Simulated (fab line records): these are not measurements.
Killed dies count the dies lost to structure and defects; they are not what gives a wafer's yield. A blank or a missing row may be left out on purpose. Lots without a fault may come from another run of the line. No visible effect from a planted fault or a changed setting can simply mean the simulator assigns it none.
Which of the tools did it?    flow sky130    42 wafers from 14 lots sampled at 5 of the route's 708 steps

## WHAT THE GAUGES READ, wafer by wafer
SKY_LDD_HVP_TW_MEAS_10. Usual: for LDD_HVP_TW the level is 458.6 and the standard deviation is 2.5.
lot   measured      on             LDD_HVP_TW         flag
L809  day 22 08:16  film_metro-03  457.2 459.2 459.2  
L810  day 22 11:44  film_metro-01  458.2 457.8 458.7  
L811  day 23 12:49  film_metro-03  451.8 454.6 457.0  
L812  day 24 16:29  film_metro-03  461.4 461.2 459.2  
L814  day 25 00:19  film_metro-04  458.6 457.3 458.5  
L813  day 25 01:44  film_metro-04  457.0 456.2 459.1  
L815  day 25 16:20  film_metro-03  456.2 459.6 456.7  
L817  day 25 19:02  film_metro-04  457.5 458.5 460.6  
L819  day 26 01:20  film_metro-04  459.5 457.1 462.3  
L821  day 26 15:17  film_metro-03  457.9 457.3 457.5  
L823  day 27 10:07  film_metro-01  462.3 461.8 459.8  
L825  day 28 01:49  film_metro-01  458.9 462.8 460.2  
L826  day 28 09:29  film_metro-01  458.6 458.3 462.7  
L827  day 28 10:52  film_metro-03  456.0 457.8 457.7  

SKY_LDD_LDN_TW_MEAS_13. Usual: for LDD_LDN_TW the level is 1491 and the standard deviation is 12.
lot   measured      on             LDD_LDN_TW      flag
L809  day 23 14:49  film_metro-01  1501 1491 1490  
L810  day 23 18:19  film_metro-02  1478 1480 1481  
L811  day 24 19:37  film_metro-04  1494 1489 1499  
L812  day 25 22:04  film_metro-04  1484 1484 1488  
L814  day 26 06:25  film_metro-04  1492 1478 1488  
L813  day 26 07:19  film_metro-01  1496 1485 1487  
L815  day 26 21:32  film_metro-01  1492 1494 1488  
L817  day 27 02:20  film_metro-04  1501 1498 1502  
L819  day 27 06:38  film_metro-04  1508 1516 1514  
L821  day 27 20:52  film_metro-02  1404 1396 1396  OFF
L823  day 28 16:25  film_metro-04  1428 1433 1429  OFF
L825  day 29 07:13  film_metro-01  1498 1506 1502  
L826  day 29 13:43  film_metro-04  1492 1497 1490  
L827  day 29 15:52  film_metro-01  1499 1497 1496  

## TOOL THAT RAN EACH LOT (tool first, then ch and the chambers of the sampled wafers, then the start)
lot   SKY_POLY_GATE_STRIP_18                SKY_LDD_HVN_STRIP_09                  SKY_LDD_LDN_IMPLANT_11
L809  plasma_asher-04 ch 0,1, day 16 20:26  plasma_asher-03 ch 0,1, day 21 00:52  implanter-04 ch 0, day 23 14:34
L810  plasma_asher-02 ch 0,1, day 17 04:53  plasma_asher-03 ch 0,1, day 21 04:55  implanter-02 ch 0, day 23 18:05
L811  plasma_asher-04 ch 0,1, day 18 07:47  plasma_asher-02 ch 0,1, day 22 06:28  implanter-01 ch 0, day 24 19:22
L812  plasma_asher-04 ch 0,1, day 19 10:53  plasma_asher-02 ch 0,1, day 23 10:10  implanter-01 ch 0, day 25 21:50
L814  plasma_asher-01 ch 0,1, day 19 19:44  plasma_asher-03 ch 0,1, day 23 18:52  implanter-04 ch 0, day 26 06:10
L813  plasma_asher-02 ch 1, day 19 20:31    plasma_asher-01 ch 1, day 23 19:31    implanter-02 ch 0, day 26 07:05
L815  plasma_asher-01 ch 0,1, day 20 11:55  plasma_asher-01 ch 0,1, day 24 10:15  implanter-01 ch 0, day 26 21:19
L817  plasma_asher-04 ch 0,1, day 20 14:11  plasma_asher-03 ch 0,1, day 24 13:01  implanter-02 ch 0, day 27 02:05
L819  plasma_asher-04 ch 0,1, day 20 23:15  plasma_asher-03 ch 0,1, day 24 19:56  implanter-02 ch 0, day 27 06:25
L821  plasma_asher-04 ch 0, day 21 10:07    plasma_asher-01 ch 0,1, day 25 10:34  implanter-02 ch 0, day 27 20:38
L823  plasma_asher-04 ch 0,1, day 22 10:01  plasma_asher-02 ch 0,1, day 26 04:58  implanter-02 ch 0, day 28 16:10
L825  plasma_asher-02 ch 0,1, day 22 23:50  plasma_asher-01 ch 0,1, day 26 19:46  implanter-04 ch 0, day 29 06:58
L826  plasma_asher-01 ch 0, day 23 09:28    plasma_asher-02 ch 0,1, day 27 04:13  implanter-01 ch 0, day 29 13:29
L827  plasma_asher-04 ch 0,1, day 23 11:50  plasma_asher-01 ch 0,1, day 27 06:19  implanter-04 ch 0, day 29 15:37
- SKY_POLY_GATE_STRIP_18: strips in O2/N2.
- SKY_LDD_HVN_STRIP_09: strips in O2/N2.
- SKY_LDD_LDN_IMPLANT_11

## AS READ BY THE TOOLS THEMSELVES (means over the sampled wafers that have a number; for cases with no such wafer, the mark the record gives instead)
SKY_POLY_GATE_STRIP_18. Usual: drypump_motor_current_A 5.7 A, standard deviation 0.33; o2_flow_sccm 3001 sccm, standard deviation 9.4; oes_product_au 0.360 a.u., standard deviation 0.0048; strip_time_to_endpoint_s 3.149 s, standard deviation 0.03.
lot   tool             drypump_motor_current_A (A)  o2_flow_sccm (sccm)  oes_product_au (a.u.)  strip_time_to_endpoint_s (s)  flag
L809  plasma_asher-04  5.6                          2993                 0.364                  3.138                         
L810  plasma_asher-02  5.8                          3007                 0.352                  3.160                         
L811  plasma_asher-04  5.6                          2999                 0.361                  3.162                         
L812  plasma_asher-04  5.4                          3012                 0.360                  3.133                         
L814  plasma_asher-01  6.0                          2997                 0.355                  3.132                         
L813  plasma_asher-02  5.7                          2999                 0.360                  3.128                         
L815  plasma_asher-01  6.0                          3006                 0.356                  3.123                         
L817  plasma_asher-04  5.5                          3007                 0.360                  3.155                         
L819  plasma_asher-04  5.6                          2997                 0.359                  3.136                         
L821  plasma_asher-04  5.7                          3000                 0.358                  3.173                         
L823  plasma_asher-04  5.4                          2997                 0.365                  3.121                         
L825  plasma_asher-02  5.8                          2991                 0.360                  3.183                         
L826  plasma_asher-01  6.3                          2998                 0.357                  3.150                         
L827  plasma_asher-04  5.6                          2997                 0.364                  3.176                         

SKY_LDD_HVN_STRIP_09. Usual: drypump_motor_current_A 5.82 A, standard deviation 0.28; o2_flow_sccm 2999 sccm, standard deviation 9.7; oes_product_au 0.409 a.u., standard deviation 0.0048; strip_time_to_endpoint_s 4.133 s, standard deviation 0.013.
lot   tool             drypump_motor_current_A (A)  o2_flow_sccm (sccm)  oes_product_au (a.u.)  strip_time_to_endpoint_s (s)  flag
L809  plasma_asher-03  5.70                         3000                 0.412                  4.121                         
L810  plasma_asher-03  5.74                         2997                 0.406                  4.125                         
L811  plasma_asher-02  5.78                         2994                 0.406                  4.134                         
L812  plasma_asher-02  5.84                         2997                 0.412                  4.139                         
L814  plasma_asher-03  5.56                         2993                 0.405                  4.139                         
L813  plasma_asher-01  5.79                         3000                 0.407                  4.132                         
L815  plasma_asher-01  6.15                         3010                 0.406                  4.118                         
L817  plasma_asher-03  5.53                         3004                 0.406                  4.124                         
L819  plasma_asher-03  5.56                         3007                 0.406                  4.150                         
L821  plasma_asher-01  5.98                         3002                 0.406                  4.124                         
L823  plasma_asher-02  5.84                         3000                 0.410                  4.127                         
L825  plasma_asher-01  6.16                         2991                 0.407                  4.113                         
L826  plasma_asher-02  5.84                         3002                 0.405                  4.149                         
L827  plasma_asher-01  5.97                         3002                 0.413                  4.136                         

SKY_LDD_LDN_IMPLANT_11. Usual: dose_ions_cm2 1.2502e+13, standard deviation 1.4e+10; faraday_current_uA 70.3, standard deviation 1.4.
lot   tool          dose_ions_cm2  faraday_current_uA  flag
L809  implanter-04  1.2507e+13     70.9                
L810  implanter-02  1.2518e+13     69.4                
L811  implanter-01  1.2488e+13     70.0                
L812  implanter-01  1.2482e+13     70.8                
L814  implanter-04  1.2490e+13     70.9                
L813  implanter-02  1.2496e+13     70.0                
L815  implanter-01  1.2512e+13     70.4                
L817  implanter-02  1.2505e+13     70.8                
L819  implanter-02  1.2514e+13     72.0                
L821  implanter-02  5.5707e+12     30.6                OFF
L823  implanter-02  5.5363e+12     31.3                OFF
L825  implanter-04  1.2503e+13     71.0                
L826  implanter-01  1.2495e+13     70.8                
L827  implanter-04  1.2509e+13     68.5                

## THE ANSWER, worked out from the rows above alone
Rule: lot off if the mean of its wafers having a number is beyond 3 standard deviations from the usual mean. Also off: a lot with no number at a reading for which 4 or more lots have one. Any other lot the step has rows for is counted as sound. After the gauges, taken in route order, come the tools' own readings; for these a lot's mean is taken, as printed above. At the first step where some lot is off, the reading lying furthest off is the one used; lots without a number count as furthest.
Off: L821, L823, at SKY_LDD_LDN_TW_MEAS_13 (LDD_LDN_TW).
A tool fits if, at a process step before that reading, it ran every lot that is off, and no sound lot after the first of them. The gauges at SKY_LDD_LDN_TW_MEAS_13 aren't tried: what is off there is off at SKY_LDD_LDN_IMPLANT_11 too, on other tools, and a gauge's error can't cause that. One fits: implanter-02 at SKY_LDD_LDN_IMPLANT_11. A fault onset in the window from L819 (day 27 06:25, its last sound lot) to L821 (day 27 20:38, its first lot off) fits.
The tool's own readings at SKY_LDD_LDN_IMPLANT_11 bear it out: on the lots that are off they differ by more than 5 times the standard deviation of the sound lots' means. dose_ions_cm2 reads 5.5535e+12 there against 1.2502e+13 on the sound lots; faraday_current_uA reads 31.0 there against 70.5 on the sound lots.

## WHAT THE SIMULATOR PUT IN
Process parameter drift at SKY_LDD_LDN_IMPLANT_11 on implanter-02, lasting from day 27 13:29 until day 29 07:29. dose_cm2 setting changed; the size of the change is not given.
Shown lots that were struck: L821, L823. This agrees with what the rule above found.
